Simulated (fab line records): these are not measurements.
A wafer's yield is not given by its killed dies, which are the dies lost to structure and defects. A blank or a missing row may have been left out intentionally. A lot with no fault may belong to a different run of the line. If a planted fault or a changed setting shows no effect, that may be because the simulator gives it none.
Chamber matching + flow gf180mcu + GF_V3_CVD_00 on hdpcvd-02 has 3 sister chambers
The step deposits SiO2, target thk 600 nm, time 100 s. 15 wafers are shown with their chamber, then 7 later ones without.

## WAFERS PAIRED WITH THEIR CHAMBERS
| wafer  | chamber | sih4FlowSccm (sccm) |
|--------|---------|---------------------|
| L999.2 | 2       | 60.28               |
| L999.5 | 1       | 59.77               |
| L999.6 | 0       | 60.07               |
| L100.2 | 2       | 60.12               |
| L100.3 | 0       | 60.11               |
| L100.5 | 0       | 60.10               |
| L105.1 | 1       | 60.10               |
| L105.4 | 2       | 60.07               |
| L105.6 | 0       | 59.94               |
| L107.1 | 2       | 59.86               |
| L107.3 | 0       | 60.10               |
| L107.6 | 2       | 59.93               |
| L108.1 | 2       | 60.16               |
| L108.2 | 0       | 60.13               |
| L108.3 | 1       | 60.06               |

SIGNATURES (averages over the wafers above)
| reading      | chamber 0 | chamber 1 | chamber 2 | scatter within a chamber |
|--------------|-----------|-----------|-----------|--------------------------|
| sih4FlowSccm | 60.0750   | 59.9767   | 60.0700   | 0.131                    |
Rule: a wafer lies at a distance from a chamber equal to the root of the sum of squares, over the readings, of (its reading less the chamber's mean, divided by the reading's scatter). If the next closest chamber is less than 2 further off than the closest, the wafer can't be placed; otherwise it belongs to the closest. The scatter is the square root of a quotient: the sum, over the shown wafers, of each reading's squared deviation from its chamber's mean, divided by wafers minus chambers.

## WAFERS WITH NO CHAMBER GIVEN
| wafer  | sih4FlowSccm (sccm) |
|--------|---------------------|
| L109.1 | 60.18               |
| L109.5 | 60.17               |
| L109.6 | 59.83               |
| L112.1 | 59.72               |
| L112.2 | 60.00               |
| L112.3 | 59.77               |
| L119.5 | 60.00               |

## WHICH CHAMBER EACH ONE RAN IN
| wafer  | from the rows above          | in truth |
|--------|------------------------------|----------|
| L109.1 | can't be placed: 0 or 2 or 1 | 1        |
| L109.5 | can't be placed: 0 or 2 or 1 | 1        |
| L109.6 | can't be placed: 1 or 2 or 0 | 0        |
| L112.1 | can't be placed: 1 or 2 or 0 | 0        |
| L112.2 | can't be placed: 1 or 2 or 0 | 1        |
| L112.3 | can't be placed: 1 or 2 or 0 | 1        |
| L119.5 | can't be placed: 1 or 2 or 0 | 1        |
Correctly placed: 0 of 7. From these rows, 7 cannot be placed; in 7 the true chamber is one of the candidates. Wrongly placed: 0.
